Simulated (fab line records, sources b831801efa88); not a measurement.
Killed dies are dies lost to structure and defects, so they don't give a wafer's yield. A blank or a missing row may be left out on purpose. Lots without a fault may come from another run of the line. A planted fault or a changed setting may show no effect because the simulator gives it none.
fab line records | flow sky130
record lots=5 wafers=15 last_day=48
route steps=708 shown SD_N@347 SD_P@359 RES_XHIGH@360 SALICIDE@361 LI_CONTACT@362
lots that met no fault: from a run of the same line without faults
start_h: hours from the record's first day to the start of the lot's first wafer shown | wait_h: hours since the lot's step before | " the same as in the row above | L1.1+2: a row that stands for several wafers | - no value, or no start given | * or withheld: withheld | < > ~ a bound
route shown NAME@n: a module of which the file shows steps, and the number in the route of the first | usual: mean/standard deviation of fault-free wafers | same: alike in all rows | chamber/n: place in a boat | sites: the reading at each site | _std_site: their standard deviation | _edge_site: outer sites' mean less inner sites' | radius_mm: how far each site lies from the wafer's centre | mask NAME#n: copy n | behind: the tool/chamber that last shaped the wafer | hold: why the lot was held/for how many hours/how that ended | device: the transistor (n, p or np) that didn't switch | end of line: the same wafers' tests at the end of the route | a step without rows: its recipe alone | killed: dies lost to structure and defects at the first sort, not the wafer's yield | map: a wafer's dies, x killed, . not, _ none there
set.NAME: the setting as run; set.NAME@STEP: as run at that earlier step | model.NAME: the simulator's own value behind a step, which no gauge read
lots at some steps of the route; a table a step, a row a wafer
services: from which hour (start_h, from the record's first day; less than 0 if before it) a tool's chamber was out of use, for how many hours, and why
## steps
# step SKY_SD_N_PEB_05
# recipe temp_c=withheld time_s=* resist=NOVOLAK
# columns lot.wafer tool chamber start_h wait_h
L074.2+3+5 litho_track-02 0 - -
L081.3+4+6 litho_track-02 0 - -
L084.1+5+6 litho_track-04 0 - -
L086.2+3+6 litho_track-02 0 - -
L089.1+3+4 litho_track-02 0 - -
# step SKY_SD_N_DEVELOP_06
# recipe resist=NOVOLAK developer=TMAH develop_time_s=60 dev_temp_c=23
# columns lot.wafer tool chamber start_h wait_h
L074.2+3+5 litho_track-02 0 641.45 0.1
L081.3+4+6 litho_track-02 0 704.33 0.1
L084.1+5+6 litho_track-04 0 736.91 0.1
L086.2+3+6 litho_track-02 0 746.60 0.1
L089.1+3+4 litho_track-02 0 765.13 0.1
# step SKY_SD_N_CD_MEAS_07
# recipe target_cd_nm=380
# usual cd_nm=379.3/2.7
# columns lot.wafer tool chamber start_h wait_h cd_nm
L074.2 cd_sem-02 - 641.60 0.1 378.7
L074.3 " - " " 375.4
L074.5 " - " " 376.8
L081.3 cd_sem-01 - 704.47 0.1 380.9
L081.4 " - " " 384.3
L081.6 " - " " 383.5
L084.1 cd_sem-01 - 737.06 0.1 383.1
L084.5 " - " " 382.7
L084.6 " - " " 383.7
L086.2 cd_sem-01 - 746.75 0.1 382.6
L086.3 " - " " 381.4
L086.6 " - " " 382.0
L089.1 cd_sem-01 - 765.28 0.1 380.1
L089.3 " - " " 379.4
L089.4 " - " " 379.9
# step SKY_SD_N_OVL_MEAS_08
# usual SD_N_OVL=-0.7/1.3
# columns lot.wafer tool chamber start_h wait_h SD_N_OVL[nm]
L074.2 overlay-01 - 641.70 0.1 0.5
L074.3 " - " " 0.7
L074.5 " - " " 0.4
L081.3 overlay-01 - 704.56 0.1 -0.4
L081.4 " - " " -0.5
L081.6 " - " " 0.9
L084.1 overlay-01 - 737.18 0.1 -0.4
L084.5 " - " " 0.9
L084.6 " - " " -2.4
L086.2 overlay-02 - 746.85 0.1 -1.6
L086.3 " - " " -1.6
L086.6 " - " " -1.3
L089.1 overlay-01 - 765.40 0.1 -0.4
L089.3 " - " " -2.2
L089.4 " - " " -1.3
# step SKY_SD_N_IMPLANT_09
# recipe species=As energy_kev=50 dose_cm2=4e+15 tilt_deg=0
# columns lot.wafer tool chamber start_h wait_h
L074.2+3+5 implanter-02 0 641.76 0.0
L081.3+4+6 implanter-04 0 704.63 0.1
L084.1+5+6 implanter-04 0 737.22 0.0
L086.2+3+6 implanter-02 0 746.91 0.0
L089.1+3+4 implanter-02 0 765.43 0.0
# step SKY_SD_N_IMPLANT_10
# recipe species=P energy_kev=20 dose_cm2=1e+14 tilt_deg=0
# columns lot.wafer tool chamber start_h wait_h
L074.2+3+5 implanter-02 0 641.91 0.1
L081.3+4+6 implanter-04 0 704.78 0.1
L084.1+5+6 implanter-04 0 737.37 0.1
L086.2+3+6 implanter-02 0 747.06 0.1
L089.1+3+4 implanter-02 0 765.58 0.1
# step SKY_SD_N_STRIP_11
# recipe chemistry=O2/N2 power_w=1400 pressure_mtorr=1500 platen_temp_c=withheld o2_flow_sccm=3000 n2_flow_sccm=300 overash_fraction=0.5
# usual drypump_motor_current_A=5.4/0.53 oes_product_au=0.528/0.0045 strip_time_to_endpoint_s=22.55/0.045
# columns lot.wafer tool chamber start_h wait_h drypump_motor_current_A oes_product_au rf_hours_counter_h strip_time_to_endpoint_s
L074.2 plasma_asher-01 0 642.03 0.1 5.0 0.528 53 22.58
L074.3 " 0 " " 5.0 0.525 - 22.55
L074.5 " 1 " " 4.8 0.526 - 22.55
L081.3 plasma_asher-04 1 704.92 0.1 6.0 0.534 - 22.49
L081.4 " 0 " " 5.6 0.530 - 22.49
L081.6 " 0 " " 5.6 0.530 - 22.52
L084.1 plasma_asher-01 0 737.52 0.1 5.0 0.524 62 22.50
L084.5 " 1 " " 4.8 0.529 - 22.55
L084.6 " 0 " " 5.0 0.527 - 22.51
L086.2 plasma_asher-01 1 747.18 0.1 4.8 0.534 63 22.55
L086.3 " 0 " " 5.0 0.528 - 22.59
L086.6 " 0 " " 5.0 0.532 - 22.55
L089.1 plasma_asher-04 0 765.73 0.1 5.6 0.525 97 22.59
L089.3 " 1 " " 6.0 0.523 - 22.62
L089.4 " 0 " " 5.6 0.530 - 22.62
# step SKY_SD_N_TW_MEAS_12
# usual SD_N_TW=3946/33
# columns lot.wafer tool chamber start_h wait_h SD_N_TW
L074.2 film_metro-04 - 642.14 0.1 3917
L074.3 " - " " 3909
L074.5 " - " " 3915
L081.3 film_metro-04 - 705.00 0.1 3928
L081.4 " - " " 3911
L081.6 " - " " 3934
L084.1 film_metro-03 - 737.62 0.1 3980
L084.5 " - " " 3973
L084.6 " - " " 3961
L086.2 film_metro-04 - 747.29 0.1 3944
L086.3 " - " " 3930
L086.6 " - " " 3938
L089.1 film_metro-02 - 765.83 0.1 3931
L089.3 " - " " 3939
L089.4 " - " " 3925
# step SKY_SD_N_CLEAN_13
# recipe chemistry=SC1/SC2 mix=1:4:20 temp_c=70 time_s=150 dry=n2_spin
# columns lot.wafer tool chamber start_h wait_h
L074.2+3+5 wet_bench-03 0 642.19 0.0
L081.3+4+6 wet_bench-04 2 705.04 0.0
L084.1+5+6 wet_bench-03 1 737.68 0.1
L086.2+3+6 wet_bench-03 0 747.34 0.0
L089.1+3+4 wet_bench-03 1 765.89 0.1
# step SKY_SD_N_RTA_14
# recipe temp_c=1075 time_s=2 idle_temp_c=650 ramp_up_c_per_s=150 ramp_down_c_per_s=90 ambient=N2
# usual lamp_power_pct=15.74/0.054 wafer_temp_C_max=1078.0/1.3
# columns lot.wafer tool chamber start_h wait_h lamp_power_pct wafer_temp_C_max
L074.2 rtp_anneal-01 0 642.25 0.0 15.73 1078.6
L074.3 " 0 " " 15.74 1078.2
L074.5 " 0 " " 15.77 1076.5
L081.3 rtp_anneal-02 0 705.11 0.0 15.73 1077.6
L081.4 " 0 " " 15.75 1077.7
L081.6 " 0 " " 15.76 1078.1
L084.1 rtp_anneal-01 0 737.73 0.0 15.79 1079.3
L084.5 " 0 " " 15.72 1077.9
L084.6 " 0 " " 15.82 1076.7
L086.2 rtp_anneal-01 0 747.40 0.0 15.70 1077.7
L086.3 " 0 " " 15.76 1077.4
L086.6 " 0 " " 15.82 1077.1
L089.1 rtp_anneal-02 0 765.95 0.0 15.71 1076.6
L089.3 " 0 " " 15.69 1077.1
L089.4 " 0 " " 15.73 1078.3
# step SKY_SD_N_RS_MEAS_16
# recipe thk_meas_gauge=four-point-probe
# usual SD_N_RS=68.56/0.12
# columns lot.wafer tool chamber start_h wait_h SD_N_RS[ohm/sq]
L074.2 film_metro-03 - 642.44 0.1 68.52
L074.3 " - " " 68.60
L074.5 " - " " 68.65
L081.3 film_metro-03 - 705.31 0.1 68.66
L081.4 " - " " 68.60
L081.6 " - " " 68.55
L084.1 film_metro-02 - 737.90 0.1 68.47
L084.5 " - " " 68.60
L084.6 " - " " 68.57
L086.2 film_metro-04 - 747.71 0.1 68.51
L086.3 " - " " 68.52
L086.6 " - " " 68.54
L089.1 film_metro-02 - 766.13 0.1 68.41
L089.3 " - " " 68.38
L089.4 " - " " 68.39
# step SKY_SD_N_RS_MEAS_17
# recipe thk_meas_gauge=four-point-probe
# usual SD_P_RS=147.0/0.36
# columns lot.wafer tool chamber start_h wait_h SD_P_RS[ohm/sq]
L074.2 film_metro-03 - 642.56 0.1 146.9
L074.3 " - " " 147.2
L074.5 " - " " 146.7
L081.3 film_metro-03 - 705.43 0.1 146.8
L081.4 " - " " 146.5
L081.6 " - " " 146.8
L084.1 film_metro-02 - 738.02 0.1 147.4
L084.5 " - " " 147.1
L084.6 " - " " 147.4
L086.2 film_metro-04 - 747.83 0.1 146.9
L086.3 " - " " 146.6
L086.6 " - " " 146.8
L089.1 film_metro-02 - 766.25 0.1 147.1
L089.3 " - " " 147.3
L089.4 " - " " 147.2
# step SKY_SD_N_RS_MEAS_18
# recipe thk_meas_gauge=four-point-probe
# usual RES_XHIGH_RS=333.5/1.3
# columns lot.wafer tool chamber start_h wait_h RES_XHIGH_RS[ohm/sq]
L074.2 film_metro-03 - 642.68 0.1 335.2
L074.3 " - " " 334.7
L074.5 " - " " 334.3
L081.3 film_metro-03 - 705.55 0.1 335.2
L081.4 " - " " 334.3
L081.6 " - " " 336.5
L084.1 film_metro-02 - 738.14 0.1 331.2
L084.5 " - " " 332.6
L084.6 " - " " 332.2
L086.2 film_metro-04 - 747.95 0.1 331.4
L086.3 " - " " 331.3
L086.6 " - " " 332.9
L089.1 film_metro-02 - 766.37 0.1 334.3
L089.3 " - " " 334.7
L089.4 " - " " 334.0
# step SKY_SALICIDE_CLEAN_00
# recipe chemistry=HF-last time_s=30 dilution=100:1 dry=ipa_marangoni
# columns lot.wafer tool chamber start_h wait_h
L074.2+3+5 wet_bench-01 0 642.78 0.1
L081.3+4+6 wet_bench-04 0 705.63 0.1
L084.1+5+6 wet_bench-04 1 738.26 0.1
L086.2+3+6 wet_bench-01 3 748.05 0.1
L089.1+3+4 wet_bench-03 2 766.49 0.1
# step SKY_LI_CONTACT_HDPCVD_00
# recipe material=PSG target_thk_nm=930 sigma_open_frac=0.3 time_s=155 temp_c=600 sih4_flow_sccm=60 pressure_mtorr=6
# columns lot.wafer tool chamber start_h wait_h
L074.2+3+5 hdpcvd-01 1,2,0 642.79 0.0
L081.3+4+6 hdpcvd-02 0,1,0 705.64 0.0
L084.1+5+6 hdpcvd-02 1,0,1 738.28 0.0
L086.2+3+6 hdpcvd-02 0,2,1 748.06 0.0
L089.1+3+4 hdpcvd-01 1,2,1 766.51 0.0
# step SKY_LI_CONTACT_THK_MEAS_01
# recipe reads=PSG_of_LI_CONTACT_HDPCVD_00
# usual LI_CONTACT_HDPCVD_THK=926/9.2
# columns lot.wafer tool chamber start_h wait_h LI_CONTACT_HDPCVD_THK[nm]
L074.2 film_metro-04 - 642.91 0.1 919
L074.3 " - " " 923
L074.5 " - " " 930
L081.3 film_metro-04 - 705.77 0.1 930
L081.4 " - " " 917
L081.6 " - " " 936
L084.1 film_metro-04 - 738.38 0.1 917
L084.5 " - " " 945
L084.6 " - " " 930
L086.2 film_metro-04 - 748.30 0.2 930
L086.3 " - " " 920
L086.6 " - " " 916
L089.1 film_metro-02 - 766.61 0.1 919
L089.3 " - " " 918
L089.4 " - " " 919
# step SKY_LI_CONTACT_CMP_02
# recipe material=PSG down_force_psi=4 platen_rpm=60 pad_velocity_m_s=0.94248
# usual head_pressure_psi=3.999/0.0091 motor_current_A=12.5/1.5 platen_rpm=60.00/0.045 slurry_filter_dp_kPa=13.51/0.16 slurry_flow_ml_min=150.0/0.47 time_to_endpoint_s=30.9/2.3
# columns lot.wafer tool chamber start_h wait_h head_pressure_psi motor_current_A platen_rpm slurry_filter_dp_kPa slurry_flow_ml_min time_to_endpoint_s
L074.2 cmp-02 2 642.96 0.0 4.006 12.9 59.95 13.32 150.9 33.2
L074.3 " 1 " " 4.001 13.1 60.01 13.86 150.0 29.6
L074.5 " 3 " " 4.012 13.8 59.98 13.53 150.1 34.2
L081.4 cmp-02 3 705.86 0.1 3.986 13.8 60.03 13.31 150.4 30.1
L081.3 " 0 " " 3.997 12.2 59.96 13.45 149.9 33.0
L081.6 " 3 " " 3.991 14.4 59.97 13.21 150.1 32.3
L084.1 cmp-02 2 738.59 0.2 4.005 13.0 60.14 13.39 149.5 27.3
L084.6 " 3 " " 4.010 13.7 59.87 13.53 149.3 29.0
L084.5 " 0 " " 3.963 11.9 60.03 13.49 150.0 35.2
L086.3 cmp-02 0 748.52 0.2 3.988 12.1 59.90 13.73 150.1 30.2
L086.2 " 2 " " 3.993 12.8 60.02 13.52 149.3 33.6
L086.6 " 0 " " 4.005 11.8 59.98 13.55 149.8 29.6
L089.3 cmp-01 0 766.70 0.1 4.005 14.1 60.00 13.59 149.7 29.7
L089.1 " 1 " " 4.001 9.0 59.97 13.46 150.1 31.6
L089.4 " 2 " " 4.002 13.6 59.98 13.48 149.8 28.6
# step SKY_LI_CONTACT_BOW_MEAS_03
# recipe mode=bow
# usual LI_CONTACT_BOW=57/7.3
# columns lot.wafer tool chamber start_h wait_h LI_CONTACT_BOW[um]
L074.2 film_metro-03 - 643.28 0.3 72
L074.3 " - " " 67
L074.5 " - " " 52
L081.3 film_metro-02 - 706.15 0.2 52
L081.4 " - " " 54
L081.6 " - " " 53
L084.1 film_metro-03 - 738.74 0.1 47
L084.5 " - " " 70
L084.6 " - " " 53
L086.2 film_metro-04 - 748.79 0.1 43
L086.3 " - " " 58
L086.6 " - " " 60
L089.1 film_metro-03 - 767.00 0.2 65
L089.3 " - " " 44
L089.4 " - " " 51
# step SKY_LI_CONTACT_DEHYDRATE_04
# recipe temp_c=200 time_s=60
# columns lot.wafer tool chamber start_h wait_h
L074.2+3+5 litho_track-03 0 657.53 14.2
L081.3+4+6 litho_track-01 0 719.39 13.2
L084.1+5+6 litho_track-03 0 752.05 13.3
L086.2+3+6 litho_track-03 0 761.08 12.3
L089.1+3+4 litho_track-01 0 779.49 12.5
# step SKY_LI_CONTACT_HMDS_05
# recipe prime_time_s=60 prime_temp_c=120
# usual prime_temp_c=119.99/0.12
# columns lot.wafer tool chamber start_h wait_h prime_temp_c
L074.2 litho_track-03 0 657.68 0.1 119.85
L074.3 " 0 " " 119.83
L074.5 " 0 " " 119.87
L081.3 litho_track-01 0 719.54 0.1 119.99
L081.4 " 0 " " 120.02
L081.6 " 0 " " 120.07
L084.1 litho_track-03 0 752.20 0.1 119.91
L084.5 " 0 " " 120.02
L084.6 " 0 " " 119.95
L086.2 litho_track-03 0 761.23 0.1 120.10
L086.3 " 0 " " 119.90
L086.6 " 0 " " 120.26
L089.1 litho_track-01 0 779.64 0.1 120.26
L089.3 " 0 " " 120.03
L089.4 " 0 " " 120.04
# step SKY_LI_CONTACT_COAT_06
# recipe resist=BARC temp_c=withheld time_s=withheld spin_rpm=3000 resist_thk_nm=60
# columns lot.wafer tool chamber start_h wait_h
L074.2+3+5 litho_track-03 0 657.83 0.1
L081.3+4+6 litho_track-01 0 719.69 0.1
L084.1+5+6 litho_track-03 0 752.35 0.1
L086.2+3+6 litho_track-03 0 761.38 0.1
L089.1+3+4 litho_track-01 0 779.79 0.1
# step SKY_LI_CONTACT_COAT_07
# recipe resist=KrF-thick spin_rpm=3000 resist_thk_nm=450
# columns lot.wafer tool chamber start_h wait_h
L074.2+3+5 litho_track-03 0 - -
L081.3+4+6 litho_track-01 0 - -
L084.1+5+6 litho_track-03 0 - -
L086.2+3+6 litho_track-03 0 - -
L089.1+3+4 litho_track-01 0 - -
# step SKY_LI_CONTACT_SOFTBAKE_08
# recipe temp_c=100 time_s=90 resist=KrF-thick
# columns lot.wafer tool chamber start_h wait_h
L074.2+3+5 litho_track-03 0 - -
L081.3+4+6 litho_track-01 0 - -
L084.1+5+6 litho_track-03 0 - -
L086.2+3+6 litho_track-03 0 - -
L089.1+3+4 litho_track-01 0 - -
# step SKY_LI_CONTACT_EXPOSE_09
# recipe mask_id=LICM1 na=0.8 source_shape=annular sigma_inner=0.55 sigma_outer=0.85 target_cd_nm=170 dose_mj=38
# usual focus_offset_nm=0.0/0.49
# same sigma_inner=0.55
# columns lot.wafer tool chamber start_h wait_h mask focus_offset_nm
L074.2 krf_scanner-02 0 - - LICM1#0 -0.5
L074.3 " 0 " " LICM1#0 -0.3
L074.5 " 0 " " LICM1#0 -0.1
L081.3 krf_scanner-01 0 - - LICM1#0 -0.1
L081.4 " 0 " " LICM1#0 -0.6
L081.6 " 0 " " LICM1#0 0.4
L084.1 krf_scanner-01 0 - - LICM1#0 -0.2
L084.5 " 0 " " LICM1#0 -0.1
L084.6 " 0 " " LICM1#0 -0.3
L086.2 krf_scanner-02 0 - - LICM1#0 -0.2
L086.3 " 0 " " LICM1#0 -0.1
L086.6 " 0 " " LICM1#0 0.4
L089.1 krf_scanner-01 0 - - LICM1#0 -0.1
L089.3 " 0 " " LICM1#0 -0.3
L089.4 " 0 " " LICM1#0 -0.2
# step SKY_LI_CONTACT_PEB_10
# recipe peb_temp_c=withheld peb_time_s=withheld resist=KrF-thick
# columns lot.wafer tool chamber start_h wait_h
L074.2+3+5 litho_track-02 0 - -
L081.3+4+6 litho_track-01 0 - -
L084.1+5+6 litho_track-03 0 - -
L086.2+3+6 litho_track-02 0 - -
L089.1+3+4 litho_track-02 0 - -
# step SKY_LI_CONTACT_DEVELOP_11
# recipe develop_time_s=60 resist=KrF-thick dev_temp_c=21
# columns lot.wafer tool chamber start_h wait_h
L074.2+3+5 litho_track-02 0 - -
L081.3+4+6 litho_track-01 0 - -
L084.1+5+6 litho_track-03 0 - -
L086.2+3+6 litho_track-02 0 - -
L089.1+3+4 litho_track-02 0 - -
# step SKY_LI_CONTACT_CD_MEAS_12
# recipe target_cd_nm=170
# usual cd_nm=170.2/1.6
# columns lot.wafer tool chamber start_h wait_h cd_nm
L074.2 cd_sem-02 - 671.95 - 171.6
L074.3 " - " " 172.6
L074.5 " - " " 171.2
L081.3 cd_sem-01 - 733.63 - 170.8
L081.4 " - " " 169.8
L081.6 " - " " 170.8
L084.1 cd_sem-01 - 766.10 - 168.4
L084.5 " - " " 168.2
L084.6 " - " " 169.1
L086.2 cd_sem-01 - 775.40 - 167.1
L086.3 " - " " 168.0
L086.6 " - " " 166.8
L089.1 cd_sem-01 - 792.98 - 169.3
L089.3 " - " " 169.6
L089.4 " - " " 168.1
# step SKY_LI_CONTACT_OVL_MEAS_13
# usual LI_CONTACT_OVL=3/5.1
# columns lot.wafer tool chamber start_h wait_h LI_CONTACT_OVL[nm]
L074.2 overlay-02 - 672.05 0.1 8
L074.3 " - " " 2
L074.5 " - " " 1
L081.3 overlay-02 - 733.73 0.1 2
L081.4 " - " " -1
L081.6 " - " " -1
L084.1 overlay-02 - 766.22 0.1 13
L084.5 " - " " 5
L084.6 " - " " -2
L086.2 overlay-02 - 775.50 0.1 -3
L086.3 " - " " -3
L086.6 " - " " 2
L089.1 overlay-01 - 793.10 0.1 0
L089.3 " - " " -7
L089.4 " - " " 4
# step SKY_LI_CONTACT_ETCH_14
# recipe chemistry=N2/H2 target=BARC ion_energy_ev=200 source_w=500 bias_w=100 pressure_mtorr=30 n2_flow_sccm=100 h2_flow_sccm=200 stop_on=SiO2 time_s=45.9 target_depth_a=600
# usual drypump_motor_current_A=5.6/0.48 oes_product_au=0.854/0.0049 throttle_valve_pct=13.225/0.0099
# columns lot.wafer tool chamber start_h wait_h drypump_motor_current_A oes_product_au rf_hours_counter_h throttle_valve_pct
L074.2 rie_diel-04 3 672.08 0.0 5.8 0.862 3 13.216
L074.3 " 0 " " 4.8 0.851 11 13.218
L074.5 " 2 " " 6.6 0.855 - 13.234
L081.3 rie_diel-02 1 733.75 0.0 5.4 0.859 69 13.210
L081.4 " 2 " " 5.7 0.848 - 13.215
L081.6 " 3 " " 5.1 0.857 - 13.227
L084.1 rie_diel-02 2 766.26 0.0 5.7 0.858 14 13.225
L084.5 " 1 " " 5.4 0.854 - 13.221
L084.6 " 2 " " 5.7 0.859 - 13.219
L086.2 rie_diel-03 1 775.53 0.0 5.9 0.853 20 13.228
L086.3 " 3 " " 6.0 0.854 6 13.238
L086.6 " 0 " " 5.8 0.860 - 13.242
L089.1 rie_diel-04 3 793.13 0.0 5.9 0.858 5 13.224
L089.3 " 2 " " 6.6 0.850 6 13.207
L089.4 " 1 " " 5.6 0.855 9 13.226
# step SKY_LI_CONTACT_ETCH_15
# recipe target=PSG chemistry=C4F8/O2/Ar stop_on=Si taper_deg=4.15 mask_material=KrF-thick source_w=1500 bias_w=1200 pressure_mtorr=40 c4f8_flow_sccm=withheld O2_flow_sccm=6 Ar_flow_sccm=300 time_s=withheld target_depth_a=6000
# usual oes_product_au=0.836/0.0046
# columns lot.wafer tool chamber start_h wait_h oes_product_au
L074.2 rie_diel-04 3 672.13 0.0 0.828
L074.3 " 0 " " 0.836
L074.5 " 2 " " 0.839
L081.3 rie_diel-02 1 733.79 0.0 0.837
L081.4 " 2 " " 0.832
L081.6 " 3 " " 0.835
L084.1 rie_diel-02 2 766.30 0.0 0.834
L084.5 " 1 " " 0.830
L084.6 " 2 " " 0.838
L086.2 rie_diel-03 1 775.58 0.0 0.837
L086.3 " 3 " " 0.834
L086.6 " 0 " " 0.832
L089.1 rie_diel-04 3 793.18 0.0 0.835
L089.3 " 2 " " 0.837
L089.4 " 1 " " 0.837
# step SKY_LI_CONTACT_STRIP_16
# recipe chemistry=O2/N2 power_w=1400 pressure_mtorr=1500 platen_temp_c=withheld o2_flow_sccm=3000 n2_flow_sccm=300 overash_fraction=0.5
# usual drypump_motor_current_A=5.9/0.39 oes_product_au=0.375/0.0049 strip_time_to_endpoint_s=3.48/0.041
# columns lot.wafer tool chamber start_h wait_h drypump_motor_current_A oes_product_au rf_hours_counter_h strip_time_to_endpoint_s
L074.2 plasma_asher-03 1 672.21 - 6.4 0.370 99 3.51
L074.3 " 0 " " 5.4 0.379 - 3.50
L074.5 " 0 " " 5.4 0.373 - 3.43
L081.3 plasma_asher-02 1 733.91 - 5.7 0.368 - 3.41
L081.4 " 0 " " 6.5 0.379 - 3.54
L081.6 " 1 " " 5.8 0.378 - 3.50
L084.1 plasma_asher-04 0 766.39 - 5.6 0.379 97 3.55
L084.5 " 0 " " 5.7 0.375 - 3.45
L084.6 " 1 " " 6.0 0.380 - 3.56
L086.2 plasma_asher-04 1 775.66 - 6.0 0.364 98 3.48
L086.3 " 1 " " 6.0 0.372 - 3.48
L086.6 " 1 " " 6.0 0.383 - 3.47
L089.1 plasma_asher-04 0 793.26 - 5.6 0.377 100 3.54
L089.3 " 0 " " 5.6 0.366 - 3.46
L089.4 " 1 " " 6.0 0.364 - 3.44
# step SKY_LI_CONTACT_CLEAN_17
# recipe chemistry=NMP time_s=600 temp_c=60 dry=n2_spin
# columns lot.wafer tool chamber start_h wait_h
L074.2+3+5 wet_bench-02 2 672.31 0.1
L081.3+4+6 wet_bench-02 3 733.98 0.0
L084.1+5+6 wet_bench-02 2 766.49 0.1
L086.2+3+6 wet_bench-02 0 775.76 0.1
L089.1+3+4 wet_bench-04 3 793.36 0.1
# step SKY_LI_CONTACT_PRE_CLEAN_18
# recipe gas=Ar time_s=5.6 bias_v=358
# columns lot.wafer tool chamber start_h wait_h
L074.2+3+5 pvd_sputter-01 - 672.49 0.0
L081.3+4+6 pvd_sputter-03 - 734.19 0.0
L084.1+5+6 pvd_sputter-04 - 766.68 0.0
L086.2+3+6 pvd_sputter-03 - 775.94 0.0
L089.1+3+4 pvd_sputter-04 - 793.54 0.0
# step SKY_LI_CONTACT_SPUTTER_19
# recipe material=Ti target_thk_nm=20 chamber_pressure_pa=5 power_w=2500 substrate_temp_c=200 time_s=106.37
# usual chamber_pressure_pa=4.999/0.011 throttle_valve_pct=30.3/0.72
# columns lot.wafer tool chamber start_h wait_h chamber_pressure_pa throttle_valve_pct
L074.2 pvd_sputter-01 - 672.51 0.0 5.010 29.7
L074.3 " - " " 5.013 31.5
L074.5 " - " " 5.007 29.8
L081.3 pvd_sputter-03 - 734.21 0.0 4.981 30.8
L081.4 " - " " 5.014 29.6
L081.6 " - " " 4.994 29.3
L084.1 pvd_sputter-04 - 766.70 0.0 4.984 30.0
L084.5 " - " " 5.000 29.3
L084.6 " - " " 4.994 30.1
L086.2 pvd_sputter-03 - 775.96 0.0 5.004 30.7
L086.3 " - " " 5.000 29.6
L086.6 " - " " 5.003 30.8
L089.1 pvd_sputter-04 - 793.56 0.0 5.010 31.3
L089.3 " - " " 4.988 30.1
L089.4 " - " " 4.989 30.6
# step SKY_LI_CONTACT_SPUTTER_20
# recipe material=TiN target_thk_nm=20 chamber_pressure_pa=5 power_w=4000 time_s=80
# usual chamber_pressure_pa=5.002/0.0094 throttle_valve_pct=30.3/0.72
# columns lot.wafer tool chamber start_h wait_h chamber_pressure_pa throttle_valve_pct
L074.2 pvd_sputter-01 - 672.58 0.0 4.998 29.5
L074.3 " - " " 5.007 31.7
L074.5 " - " " 5.001 30.0
L081.3 pvd_sputter-03 - 734.28 0.0 5.002 30.8
L081.4 " - " " 5.009 29.4
L081.6 " - " " 5.008 29.6
L084.1 pvd_sputter-04 - 766.77 0.0 5.010 30.0
L084.5 " - " " 4.995 29.3
L084.6 " - " " 5.015 30.2
L086.2 pvd_sputter-03 - 776.03 0.0 5.000 30.9
L086.3 " - " " 5.005 29.6
L086.6 " - " " 5.008 30.9
L089.1 pvd_sputter-04 - 793.63 0.0 5.009 31.2
L089.3 " - " " 5.006 30.1
L089.4 " - " " 5.000 30.6
# step SKY_LI_CONTACT_CVD_21
# recipe material=W target_thk_nm=400 time_s=120.56 temp_c=400 pressure_torr=40
# usual heater_power_w=750/59
# columns lot.wafer tool chamber start_h wait_h heater_power_w
L074.2 cvd_w-02 1 672.64 0.0 802
L074.3 " 0 " " 667
L074.5 " 1 " " 796
L081.3 cvd_w-01 1 734.38 0.1 711
L081.4 " 0 " " 805
L081.6 " 1 " " 686
L084.1 cvd_w-01 0 766.83 0.0 817
L084.5 " 1 " " 707
L084.6 " 0 " " 835
L086.2 cvd_w-01 0 776.09 0.0 819
L086.3 " 1 " " 705
L086.6 " 0 " " 815
L089.1 cvd_w-02 1 793.69 0.0 784
L089.3 " 1 " " 789
L089.4 " 0 " " 691
# step SKY_LI_CONTACT_RS_MEAS_22
# recipe thk_meas_gauge=four-point-probe reads=W_of_LI_CONTACT_CVD_21+TiN_of_LI_CONTACT_SPUTTER_20+Ti_of_LI_CONTACT_SPUTTER_19
# usual LI_CONTACT_W_RS=0.2850/0.0027
# columns lot.wafer tool chamber start_h wait_h LI_CONTACT_W_RS[ohm/sq]
L074.2 film_metro-02 - 672.79 0.1 0.2790
L074.3 " - " " 0.2797
L074.5 " - " " 0.2818
L081.3 film_metro-04 - 734.51 0.1 0.2791
L081.4 " - " " 0.2821
L081.6 " - " " 0.2817
L084.1 film_metro-04 - 766.96 0.1 0.2804
L084.5 " - " " 0.2836
L084.6 " - " " 0.2823
L086.2 film_metro-04 - 776.24 0.1 0.2815
L086.3 " - " " 0.2831
L086.6 " - " " 0.2811
L089.1 film_metro-02 - 793.82 0.1 0.2866
L089.3 " - " " 0.2841
L089.4 " - " " 0.2848
# step SKY_LI_CONTACT_THK_MEAS_23
# recipe thk_meas_gauge=xrf reads=W_of_LI_CONTACT_CVD_21
# usual LI_CONTACT_W_THK=397/5.9
# columns lot.wafer tool chamber start_h wait_h LI_CONTACT_W_THK[nm]
L074.2 film_metro-02 - 672.90 0.1 406
L074.3 " - " " 402
L074.5 " - " " 402
L081.3 film_metro-04 - 734.61 0.1 404
L081.4 " - " " 399
L081.6 " - " " 401
L084.1 film_metro-04 - 767.08 0.1 399
L084.5 " - " " 394
L084.6 " - " " 397
L086.2 film_metro-04 - 776.35 0.1 405
L086.3 " - " " 407
L086.6 " - " " 405
L089.1 film_metro-02 - 793.94 0.1 396
L089.3 " - " " 397
L089.4 " - " " 397
## services
# columns tool chamber start_h hours kind
cmp-02 - 617.82 3.0 repair
implanter-04 - 625.59 3.5 repair
cvd_w-01 - 632.25 0.9 repair
wet_bench-03 - 634.76 1.2 repair
implanter-04 - 635.79 5.4 pm
pvd_sputter-04 - 636.49 3.8 repair
rie_diel-02 0 645.13 132.0 repair
hdpcvd-02 - 650.75 15.0 pm
hdpcvd-02 0 653.23 16.6 repair
rie_diel-02 2 653.38 5.6 repair
wet_bench-04 - 654.49 2.1 repair
implanter-02 - 657.80 6.1 pm
implanter-04 - 658.54 3.7 repair
rie_diel-04 1 668.75 7.0 repair
rie_diel-02 3 669.21 1.9 repair
plasma_asher-01 - 676.49 2.8 pm
plasma_asher-01 - 690.03 4.9 repair
implanter-02 - 708.54 1.1 repair
plasma_asher-04 - 714.13 0.5 repair
implanter-02 - 729.24 1.3 repair
cmp-02 - 754.58 13.4 pm
rie_diel-04 0 759.84 5.6 repair
rie_diel-02 1 777.06 2.8 repair
cmp-02 - 779.32 2.6 repair
## key
fault none
